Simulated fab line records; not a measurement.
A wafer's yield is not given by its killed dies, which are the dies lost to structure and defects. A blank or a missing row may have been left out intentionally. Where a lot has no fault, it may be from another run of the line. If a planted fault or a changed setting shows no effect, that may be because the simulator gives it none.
Tool commonality check    flow gf180mcu    42 wafers sampled across 12 lots

## THE REASON FOR OPENING IT
Of 12 lots, 2 have the reading NWELL_RS flagged at GF_VT_IMPLANT_RS_MEAS_47. Wafers without a fault read 488.2 ohm/sq, standard deviation 1.2.
Rule: a lot gets a flag if all its wafers with a number sit over 4 standard deviations from that mean, or if no wafer of it has a number. The other lots count as sound.

lot   measured      on             NWELL_RS (ohm/sq), wafer by wafer    flag
L382  day 7 13:50   film metro-03  487.8 487.2 487.9                    
L385  day 8 09:38   film metro-04  486.4 488.5 486.5                    
L387  day 8 22:52   film metro-01  488.9 488.5 489.5                    
L388  day 9 05:32   film metro-01  487.2 489.3 491.4                    
L389  day 9 13:44   film metro-01  487.8 487.8 488.4                    
L392  day 10 10:53  film metro-03  488.3 489.1 488.5                    
L393  day 10 18:21  film metro-03  487.1 489.7 488.4                    
L394  day 10 22:44  film metro-03  489.8 488.7 489.2                    
L395  day 11 03:37  film metro-01  489.0 487.2 488.5                    
L398  day 11 23:13  film metro-01  486.8 486.3 488.3                    
L402  day 12 23:06  film metro-03  445.8 447.9 445.9 445.9 447.3 446.9  FLAGGED
L404  day 13 12:47  film metro-01  444.8 444.9 445.9 444.5 445.5 444.9  FLAGGED
Average over the flagged lots: 445.8 ohm/sq; offset from the usual -42.4 ohm/sq, equal to -35 standard deviations.

## WHICH TOOL RAN EACH LOT
The record keeps 1 process step preceding the reading, out of 602 steps on the route. In each cell: the tool, then ch and the chambers that the sampled wafers went through, then the start.
lot   flag     GF_NWELL_IMPLANT_08
L382           implanter-01 ch 0, day 3 06:49
L385           implanter-04 ch 0, day 3 22:31
L387           implanter-01 ch 0, day 4 10:17
L388           implanter-03 ch 0, day 4 15:16
L389           implanter-03 ch 0, day 4 23:01
L392           implanter-04 ch 0, day 5 15:07
L393           implanter-01 ch 0, day 5 21:25
L394           implanter-04 ch 0, day 6 01:49
L395           implanter-03 ch 0, day 6 06:14
L398           implanter-03 ch 0, day 6 22:44
L402  FLAGGED  implanter-03 ch 0, day 7 19:46
L404  FLAGGED  implanter-03 ch 0, day 8 08:16
What these steps do:
- GF_NWELL_IMPLANT_08
- GF_VT_IMPLANT_RS_MEAS_47: measures by four-point-probe.

## FLAGGED AGAINST TOTAL, ONE TOOL AT A TIME (gauges that did the reading follow at the end)
step                      tool           lots run  flagged  share of the flagged lots  sound lots run after its first flagged lot
GF_NWELL_IMPLANT_08       implanter-01   3         0        none                       -
GF_NWELL_IMPLANT_08       implanter-03   6         2        all                        0
GF_NWELL_IMPLANT_08       implanter-04   3         0        none                       -
GF_VT_IMPLANT_RS_MEAS_47  film metro-01  6         1        some                       0
GF_VT_IMPLANT_RS_MEAS_47  film metro-03  5         1        some                       0
GF_VT_IMPLANT_RS_MEAS_47  film metro-04  1         0        none                       -

## THE TABLE: WHAT IT ALLOWS
Rows of the table that ran each flagged lot: 1, that is implanter-03 at GF_NWELL_IMPLANT_08.
- implanter-03 at GF_NWELL_IMPLANT_08: 2 of its 6 lots flagged. It ran its last sound lot, L398, at day 6 22:44 and its first flagged lot, L402, at day 7 19:46: a fault with its onset between the two fits. Its own readings lie more than 4 standard deviations out on every wafer of the flagged lots: dose ions cm2, faraday current uA.
Just one tool remains: implanter-03 at GF_NWELL_IMPLANT_08.

## WHAT THE SIMULATOR PUT IN
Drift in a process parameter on implanter-03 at GF_NWELL_IMPLANT_08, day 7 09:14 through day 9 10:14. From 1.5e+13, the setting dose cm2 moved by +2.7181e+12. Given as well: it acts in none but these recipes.
Lots struck among those shown: L402, L404. The rule above reached the same finding.
